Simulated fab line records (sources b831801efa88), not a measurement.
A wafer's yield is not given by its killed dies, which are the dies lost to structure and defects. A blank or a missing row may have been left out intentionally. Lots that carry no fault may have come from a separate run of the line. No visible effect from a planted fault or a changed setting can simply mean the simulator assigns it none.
A sampling plan put to the test | flow sfqLine | one fab line, 45 faults that these records tell of, each judged on the records of the lots that it struck
What counts as the plan is the set of the line's own looks, namely the steps on the route at which a gauge or an inspection reads a wafer and does not change it. A look is open to judgement when struck wafers have a number at it and the file gives its usual mean and standard deviation on fault-free wafers. Caught: at a look after the fault's first step, the mean of the struck wafers lies 4 or more of those standard deviations (sigma) from the usual mean. On the tool: the same test on the tool's own readings at the fault's steps. Caught also covers a different recipe on the struck wafers, or a record left blank for those wafers only.

== THE FAULTS, as the simulator had put them in ==
1. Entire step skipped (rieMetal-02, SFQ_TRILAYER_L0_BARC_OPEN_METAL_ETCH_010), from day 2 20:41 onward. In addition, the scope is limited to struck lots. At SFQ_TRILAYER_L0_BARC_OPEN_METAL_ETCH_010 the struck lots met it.
2. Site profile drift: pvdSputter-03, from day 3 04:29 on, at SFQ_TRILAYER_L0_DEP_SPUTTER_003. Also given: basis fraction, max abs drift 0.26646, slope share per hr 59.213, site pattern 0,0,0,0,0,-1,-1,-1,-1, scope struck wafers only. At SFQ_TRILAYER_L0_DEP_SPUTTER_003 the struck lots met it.
3. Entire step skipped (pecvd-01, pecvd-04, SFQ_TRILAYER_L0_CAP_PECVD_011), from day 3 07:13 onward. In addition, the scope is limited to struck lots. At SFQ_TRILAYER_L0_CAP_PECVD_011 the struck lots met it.
4. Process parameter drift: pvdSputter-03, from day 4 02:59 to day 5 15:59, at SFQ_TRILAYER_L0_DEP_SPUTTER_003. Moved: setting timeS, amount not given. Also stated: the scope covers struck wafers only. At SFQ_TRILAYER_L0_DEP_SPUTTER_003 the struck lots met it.
5. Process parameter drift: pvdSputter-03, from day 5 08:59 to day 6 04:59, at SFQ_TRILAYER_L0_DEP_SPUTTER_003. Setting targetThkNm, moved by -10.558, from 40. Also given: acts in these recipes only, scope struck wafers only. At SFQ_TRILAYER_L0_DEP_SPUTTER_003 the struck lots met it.
6. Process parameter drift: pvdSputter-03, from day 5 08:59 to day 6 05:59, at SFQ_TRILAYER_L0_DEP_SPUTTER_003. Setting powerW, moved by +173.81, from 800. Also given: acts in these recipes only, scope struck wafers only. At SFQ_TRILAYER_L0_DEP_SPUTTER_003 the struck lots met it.
7. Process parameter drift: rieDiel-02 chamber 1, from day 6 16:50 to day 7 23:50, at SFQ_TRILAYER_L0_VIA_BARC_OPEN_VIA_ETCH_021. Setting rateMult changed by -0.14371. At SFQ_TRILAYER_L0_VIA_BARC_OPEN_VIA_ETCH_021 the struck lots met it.
8. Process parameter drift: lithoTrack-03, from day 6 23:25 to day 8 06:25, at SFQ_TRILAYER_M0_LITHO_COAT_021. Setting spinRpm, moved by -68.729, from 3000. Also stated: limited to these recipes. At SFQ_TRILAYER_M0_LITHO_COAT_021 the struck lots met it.
9. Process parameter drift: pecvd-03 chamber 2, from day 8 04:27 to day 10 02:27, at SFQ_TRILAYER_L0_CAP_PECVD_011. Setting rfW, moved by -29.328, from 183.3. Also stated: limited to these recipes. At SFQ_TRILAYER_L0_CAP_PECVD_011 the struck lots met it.
10. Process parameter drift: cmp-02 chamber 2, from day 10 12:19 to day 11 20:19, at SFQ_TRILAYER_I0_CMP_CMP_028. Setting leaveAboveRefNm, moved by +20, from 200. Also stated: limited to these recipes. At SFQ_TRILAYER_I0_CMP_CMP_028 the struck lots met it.
11. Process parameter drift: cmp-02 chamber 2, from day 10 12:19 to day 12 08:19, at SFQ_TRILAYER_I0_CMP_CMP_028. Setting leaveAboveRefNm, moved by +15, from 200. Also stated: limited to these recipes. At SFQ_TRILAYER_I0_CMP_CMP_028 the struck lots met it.
12. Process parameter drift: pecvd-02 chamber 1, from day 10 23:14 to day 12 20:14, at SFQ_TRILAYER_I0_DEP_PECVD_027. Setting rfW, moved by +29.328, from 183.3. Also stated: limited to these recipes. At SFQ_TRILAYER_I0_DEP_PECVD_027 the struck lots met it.
13. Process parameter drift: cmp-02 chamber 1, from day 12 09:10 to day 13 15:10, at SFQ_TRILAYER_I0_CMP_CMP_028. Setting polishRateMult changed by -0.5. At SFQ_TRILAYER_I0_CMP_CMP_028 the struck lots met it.
14. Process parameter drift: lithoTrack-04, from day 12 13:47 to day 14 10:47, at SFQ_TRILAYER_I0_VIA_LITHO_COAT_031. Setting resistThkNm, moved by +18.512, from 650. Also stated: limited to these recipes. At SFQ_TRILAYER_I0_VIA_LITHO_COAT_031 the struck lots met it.
15. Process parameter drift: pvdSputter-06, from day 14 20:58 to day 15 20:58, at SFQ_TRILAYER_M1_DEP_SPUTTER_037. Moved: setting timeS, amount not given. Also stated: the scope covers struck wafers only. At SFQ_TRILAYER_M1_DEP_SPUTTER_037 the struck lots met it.
16. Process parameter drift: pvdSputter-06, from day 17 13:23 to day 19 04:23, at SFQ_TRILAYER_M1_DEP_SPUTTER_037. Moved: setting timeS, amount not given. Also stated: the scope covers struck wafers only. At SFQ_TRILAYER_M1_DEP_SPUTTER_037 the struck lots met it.
17. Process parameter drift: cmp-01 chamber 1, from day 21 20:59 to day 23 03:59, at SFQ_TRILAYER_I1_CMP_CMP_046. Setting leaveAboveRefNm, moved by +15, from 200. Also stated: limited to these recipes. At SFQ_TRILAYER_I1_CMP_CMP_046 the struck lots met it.
18. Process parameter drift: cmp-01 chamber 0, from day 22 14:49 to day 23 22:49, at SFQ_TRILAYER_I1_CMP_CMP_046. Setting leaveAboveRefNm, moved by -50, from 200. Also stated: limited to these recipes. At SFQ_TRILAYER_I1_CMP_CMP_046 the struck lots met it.
19. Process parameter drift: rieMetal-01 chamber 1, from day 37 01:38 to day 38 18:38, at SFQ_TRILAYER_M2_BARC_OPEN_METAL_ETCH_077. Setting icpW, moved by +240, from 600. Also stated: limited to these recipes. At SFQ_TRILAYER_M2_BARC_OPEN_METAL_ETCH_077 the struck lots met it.
20. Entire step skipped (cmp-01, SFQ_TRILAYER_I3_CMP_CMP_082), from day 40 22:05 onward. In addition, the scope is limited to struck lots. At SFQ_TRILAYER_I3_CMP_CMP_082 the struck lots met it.
21. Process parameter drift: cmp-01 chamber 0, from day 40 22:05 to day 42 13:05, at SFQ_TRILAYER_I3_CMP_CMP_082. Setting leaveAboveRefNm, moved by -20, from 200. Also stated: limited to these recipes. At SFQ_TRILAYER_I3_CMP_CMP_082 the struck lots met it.
22. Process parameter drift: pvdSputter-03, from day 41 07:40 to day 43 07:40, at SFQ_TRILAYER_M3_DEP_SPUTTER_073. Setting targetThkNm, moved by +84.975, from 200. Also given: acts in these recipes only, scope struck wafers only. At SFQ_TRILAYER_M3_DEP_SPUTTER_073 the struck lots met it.
23. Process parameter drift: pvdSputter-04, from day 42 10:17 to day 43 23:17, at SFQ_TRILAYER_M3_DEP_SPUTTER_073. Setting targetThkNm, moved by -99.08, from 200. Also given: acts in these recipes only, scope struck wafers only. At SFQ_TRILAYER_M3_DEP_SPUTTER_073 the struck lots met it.
24. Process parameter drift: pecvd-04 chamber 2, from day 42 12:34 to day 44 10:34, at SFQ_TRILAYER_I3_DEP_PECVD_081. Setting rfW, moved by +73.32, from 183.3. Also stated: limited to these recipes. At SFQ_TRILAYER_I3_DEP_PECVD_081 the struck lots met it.
25. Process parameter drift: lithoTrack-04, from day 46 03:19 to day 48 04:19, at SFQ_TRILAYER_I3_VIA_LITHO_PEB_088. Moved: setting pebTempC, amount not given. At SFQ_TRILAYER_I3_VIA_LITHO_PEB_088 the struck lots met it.
26. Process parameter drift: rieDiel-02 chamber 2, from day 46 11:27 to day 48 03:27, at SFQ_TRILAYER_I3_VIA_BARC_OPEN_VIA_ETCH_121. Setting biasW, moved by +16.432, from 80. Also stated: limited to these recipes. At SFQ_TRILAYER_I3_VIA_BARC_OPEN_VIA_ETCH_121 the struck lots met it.
27. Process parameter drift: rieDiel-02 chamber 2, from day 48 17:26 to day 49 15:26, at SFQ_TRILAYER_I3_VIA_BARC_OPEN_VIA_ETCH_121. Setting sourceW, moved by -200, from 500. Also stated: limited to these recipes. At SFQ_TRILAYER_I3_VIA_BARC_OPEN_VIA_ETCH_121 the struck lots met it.
28. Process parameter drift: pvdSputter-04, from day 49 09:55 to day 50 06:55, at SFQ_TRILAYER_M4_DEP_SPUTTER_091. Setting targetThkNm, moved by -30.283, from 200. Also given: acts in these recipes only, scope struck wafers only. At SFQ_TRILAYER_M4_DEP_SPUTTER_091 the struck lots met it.
29. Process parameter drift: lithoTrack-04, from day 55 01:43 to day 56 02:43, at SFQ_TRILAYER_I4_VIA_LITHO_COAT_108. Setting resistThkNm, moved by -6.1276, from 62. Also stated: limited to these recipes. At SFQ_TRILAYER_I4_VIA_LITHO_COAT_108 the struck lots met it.
30. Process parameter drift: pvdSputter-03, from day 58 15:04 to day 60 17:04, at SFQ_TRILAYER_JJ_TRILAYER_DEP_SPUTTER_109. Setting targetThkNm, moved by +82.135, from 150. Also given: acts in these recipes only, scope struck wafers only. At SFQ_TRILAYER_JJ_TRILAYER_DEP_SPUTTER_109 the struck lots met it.
31. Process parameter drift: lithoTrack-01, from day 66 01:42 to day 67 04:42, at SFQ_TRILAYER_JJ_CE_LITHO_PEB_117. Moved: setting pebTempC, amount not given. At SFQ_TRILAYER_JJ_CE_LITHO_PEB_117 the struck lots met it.
32. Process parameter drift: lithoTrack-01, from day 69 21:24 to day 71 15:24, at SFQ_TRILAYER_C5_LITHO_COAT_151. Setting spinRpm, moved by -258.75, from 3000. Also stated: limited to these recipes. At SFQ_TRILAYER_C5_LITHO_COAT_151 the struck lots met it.
33. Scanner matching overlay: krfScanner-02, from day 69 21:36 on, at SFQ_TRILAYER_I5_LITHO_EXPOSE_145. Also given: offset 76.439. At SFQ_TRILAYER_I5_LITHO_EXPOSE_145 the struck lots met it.
34. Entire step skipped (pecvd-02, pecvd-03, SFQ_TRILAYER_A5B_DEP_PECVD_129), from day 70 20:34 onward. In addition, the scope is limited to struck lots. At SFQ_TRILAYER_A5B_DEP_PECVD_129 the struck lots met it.
35. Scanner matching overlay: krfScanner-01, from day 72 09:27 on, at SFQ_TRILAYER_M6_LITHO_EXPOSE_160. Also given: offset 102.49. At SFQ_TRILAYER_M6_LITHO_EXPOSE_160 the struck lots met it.
36. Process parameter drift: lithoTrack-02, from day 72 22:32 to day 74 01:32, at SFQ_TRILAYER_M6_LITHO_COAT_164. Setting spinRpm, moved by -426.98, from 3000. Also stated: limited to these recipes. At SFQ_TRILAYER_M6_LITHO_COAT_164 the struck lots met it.
37. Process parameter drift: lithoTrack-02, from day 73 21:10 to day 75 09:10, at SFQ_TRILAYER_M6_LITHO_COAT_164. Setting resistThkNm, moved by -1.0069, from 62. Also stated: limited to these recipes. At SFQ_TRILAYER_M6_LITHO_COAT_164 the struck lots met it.
38. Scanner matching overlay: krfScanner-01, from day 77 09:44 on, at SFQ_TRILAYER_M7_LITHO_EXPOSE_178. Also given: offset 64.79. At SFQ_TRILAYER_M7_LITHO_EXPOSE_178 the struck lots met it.
39. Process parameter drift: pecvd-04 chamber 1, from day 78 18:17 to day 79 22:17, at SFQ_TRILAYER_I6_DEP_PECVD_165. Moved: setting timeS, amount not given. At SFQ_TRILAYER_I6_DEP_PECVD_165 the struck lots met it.
40. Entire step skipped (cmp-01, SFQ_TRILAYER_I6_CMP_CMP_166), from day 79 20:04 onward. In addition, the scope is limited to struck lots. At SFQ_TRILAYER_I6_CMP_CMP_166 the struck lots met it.
41. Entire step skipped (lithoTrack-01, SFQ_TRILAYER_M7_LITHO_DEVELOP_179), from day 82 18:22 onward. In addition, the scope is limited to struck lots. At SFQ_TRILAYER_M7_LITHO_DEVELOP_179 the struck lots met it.
42. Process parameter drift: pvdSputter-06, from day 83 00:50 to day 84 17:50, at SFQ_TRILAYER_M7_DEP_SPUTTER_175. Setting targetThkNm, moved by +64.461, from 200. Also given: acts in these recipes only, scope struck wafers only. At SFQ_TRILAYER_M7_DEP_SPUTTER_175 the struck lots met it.
43. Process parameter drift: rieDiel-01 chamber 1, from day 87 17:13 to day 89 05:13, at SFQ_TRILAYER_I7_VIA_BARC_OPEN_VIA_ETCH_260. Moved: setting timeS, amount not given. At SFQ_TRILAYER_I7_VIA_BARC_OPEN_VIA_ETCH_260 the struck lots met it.
44. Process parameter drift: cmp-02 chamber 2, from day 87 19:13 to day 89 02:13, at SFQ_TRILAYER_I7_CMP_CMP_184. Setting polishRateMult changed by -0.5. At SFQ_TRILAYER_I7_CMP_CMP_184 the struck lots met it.
45. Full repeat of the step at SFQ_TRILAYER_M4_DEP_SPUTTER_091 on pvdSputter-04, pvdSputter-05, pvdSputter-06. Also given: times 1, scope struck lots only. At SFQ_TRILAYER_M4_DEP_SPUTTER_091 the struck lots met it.

== WHAT THE PLAN SAW ==
fault | on the tool itself                               | first look that catches it                      | reading, sigma     | median hours from its first step to that look | hours from the fault's start to the first struck lot there | judged looks passed uncaught
1     | the tool's record is blank for the struck wafers | not the one look that can be judged after it    | -                  | -                                             | -                                                          | 1
2     | under 2 sigma                                    | SFQ_L0_RS_MEAS_901                              | L0_MONX_KI_RS +10  | 0.1                                           | 15                                                         | 0
3     | the tool's record is blank for the struck wafers | no look after it can be judged                  | -                  | -                                             | -                                                          | 0
4     | under 2 sigma                                    | SFQ_L0_RS_MEAS_901                              | L0_MONX_KI_RS -7.1 | 0.1                                           | 8                                                          | 0
5     | under 2 sigma                                    | SFQ_L0_RS_MEAS_901                              | L0_MONX_KI_RS +25  | 0.1                                           | 8                                                          | 0
6     | cathodeDcPowerW +99 or beyond sigma              | SFQ_L0_RS_MEAS_901                              | L0_MONX_KI_RS -13  | 0.1                                           | 8                                                          | 0
7     | under 2 sigma                                    | no look after it can be judged                  | -                  | -                                             | -                                                          | 0
8     | spinSpeedRpm -32 sigma                           | not the one look that can be judged after it    | -                  | -                                             | -                                                          | 1
9     | rfFwdPowerW -30 sigma                            | no look after it can be judged                  | -                  | -                                             | -                                                          | 0
10    | under 2 sigma                                    | no look after it can be judged                  | -                  | -                                             | -                                                          | 0
11    | under 2 sigma                                    | none of the 3 looks that can be judged after it | -                  | -                                             | -                                                          | 3
12    | rfFwdPowerW +47 sigma                            | no look after it can be judged                  | -                  | -                                             | -                                                          | 0
13    | timeToEndpointS +8.8 sigma                       | no look after it can be judged                  | -                  | -                                             | -                                                          | 0
14    | no reading that can be judged                    | not the one look that can be judged after it    | -                  | -                                             | -                                                          | 1
15    | under 2 sigma                                    | none of the 5 looks that can be judged after it | -                  | -                                             | -                                                          | 5
16    | under 2 sigma                                    | SFQ_M1_RS_MEAS_909                              | M1_NB_RS -21       | 0.1                                           | 2                                                          | 0
17    | only faintly: timeToEndpointS -2.0 sigma         | no look after it can be judged                  | -                  | -                                             | -                                                          | 0
18    | only faintly: timeToEndpointS +3.7 sigma         | none of the 2 looks that can be judged after it | -                  | -                                             | -                                                          | 2
19    | rfFwdPowerW +87 sigma                            | no look after it can be judged                  | -                  | -                                             | -                                                          | 0
20    | the tool's record is blank for the struck wafers | no look after it can be judged                  | -                  | -                                             | -                                                          | 0
21    | under 2 sigma                                    | no look after it can be judged                  | -                  | -                                             | -                                                          | 0
22    | under 2 sigma                                    | SFQ_M3_RS_MEAS_919                              | M3_NB_RS -24       | 0.1                                           | 35                                                         | 0
23    | under 2 sigma                                    | SFQ_M3_RS_MEAS_919                              | M3_NB_RS +83       | 0.1                                           | 19                                                         | 0
24    | rfFwdPowerW +99 or beyond sigma                  | no look after it can be judged                  | -                  | -                                             | -                                                          | 0
25    | heaterPowerTotalW +28 sigma                      | not the one look that can be judged after it    | -                  | -                                             | -                                                          | 1
26    | biasW +71 sigma                                  | no look after it can be judged                  | -                  | -                                             | -                                                          | 0
27    | rfFwdPowerW -76 sigma                            | no look after it can be judged                  | -                  | -                                             | -                                                          | 0
28    | under 2 sigma                                    | SFQ_M4_RS_MEAS_924                              | M4_NB_RS +15       | 0.1                                           | 3                                                          | 0
29    | under 2 sigma                                    | no look after it can be judged                  | -                  | -                                             | -                                                          | 0
30    | under 2 sigma                                    | not the one look that can be judged after it    | -                  | -                                             | -                                                          | 1
31    | heaterPowerTotalW -89 sigma                      | no look after it can be judged                  | -                  | -                                             | -                                                          | 0
32    | spinSpeedRpm -99 or beyond sigma                 | not the one look that can be judged after it    | -                  | -                                             | -                                                          | 1
33    | under 2 sigma                                    | SFQ_I5_OVL_MEAS_936                             | I5_OVL +16         | 1.4                                           | 1                                                          | 0
34    | the tool's record is blank for the struck wafers | none of the 5 looks that can be judged after it | -                  | -                                             | -                                                          | 5
35    | under 2 sigma                                    | SFQ_M6_OVL_MEAS_940                             | M6_OVL +18         | 1.5                                           | 1                                                          | 0
36    | spinSpeedRpm -99 or beyond sigma                 | no look after it can be judged                  | -                  | -                                             | -                                                          | 0
37    | no reading that can be judged                    | not the one look that can be judged after it    | -                  | -                                             | -                                                          | 1
38    | no reading that can be judged                    | SFQ_M7_OVL_MEAS_945                             | M7_OVL +13         | 1.4                                           | 6                                                          | 0
39    | runLengthS -10 sigma                             | no look after it can be judged                  | -                  | -                                             | -                                                          | 0
40    | the tool's record is blank for the struck wafers | no look after it can be judged                  | -                  | -                                             | -                                                          | 0
41    | no reading that can be judged                    | no look after it can be judged                  | -                  | -                                             | -                                                          | 0
42    | under 2 sigma                                    | SFQ_M7_RS_MEAS_943                              | M7_NB_RS -25       | 0.1                                           | 10                                                         | 0
43    | runLengthS +8.5 sigma                            | no look after it can be judged                  | -                  | -                                             | -                                                          | 0
44    | timeToEndpointS +7.7 sigma                       | not the one look that can be judged after it    | -                  | -                                             | -                                                          | 1
45    | under 2 sigma                                    | SFQ_M4_RS_MEAS_924                              | M4_NB_RS -40       | 0.4                                           | -                                                          | 0
Dash: fault not caught, or number not given in these records.

Caught at a look: 13 of 45. Caught on the tool: 21 of 45. By one or the other: 33 of 45.
Faults caught by the tool alone: 1, 3, 8, 9, 12, 13, 19, 20, 24, 25, 26, 27, 31, 32, 34, 36, 39, 40, 43, 44.
Caught at a look alone: faults 2, 4, 5, 16, 22, 23, 28, 33, 35, 38, 42, 45.
Caught by neither: faults 7, 10, 11, 14, 15, 17, 18, 21, 29, 30, 37, 41.

== THINNER SAMPLING ==
In the worst case, this is how late the first struck lot would be measured if the look that catches a fault measured only every second or every third lot, by lot number:
fault | struck lots at that look, in order of time | every lot | every second lot | every third lot
2     | L750, L753, L754                           | 15 h      | 30 h             | may miss all 3
4     | L209, L210                                 | 8 h       | 13 h             | may miss all 2
5     | L287, L288                                 | 8 h       | 13 h             | may miss all 2
6     | L841, L842                                 | 8 h       | 13 h             | may miss all 2
16    | L887                                       | 2 h       | may miss it      | may miss it
22    | L174                                       | 35 h      | may miss it      | may miss it
23    | L567, L569                                 | 19 h      | may miss all 2   | may miss all 2
28    | L153, L155                                 | 3 h       | may miss all 2   | may miss all 2
33    | L831, L832, L833, L834                     | 1 h       | 2 h              | 3 h
35    | L608, L609, L610                           | 1 h       | 2 h              | 4 h
38    | L509, L510, L511, L512                     | 6 h       | 9 h              | 19 h
42    | L984, L986                                 | 10 h      | may miss all 2   | may miss all 2
Hours count from the start of the fault until the first struck lot that is measured. The limit of 4 sigma was tested on all struck wafers together, so one lot alone may lie under it. Other struck lots may not be in these records.

== THE LONGEST TIMED WAY FROM STEP TO LOOK ==
Fault 35: a median of 1.5 hours passes between SFQ_TRILAYER_M6_LITHO_EXPOSE_160 and SFQ_M6_OVL_MEAS_940. No look between them can be judged.
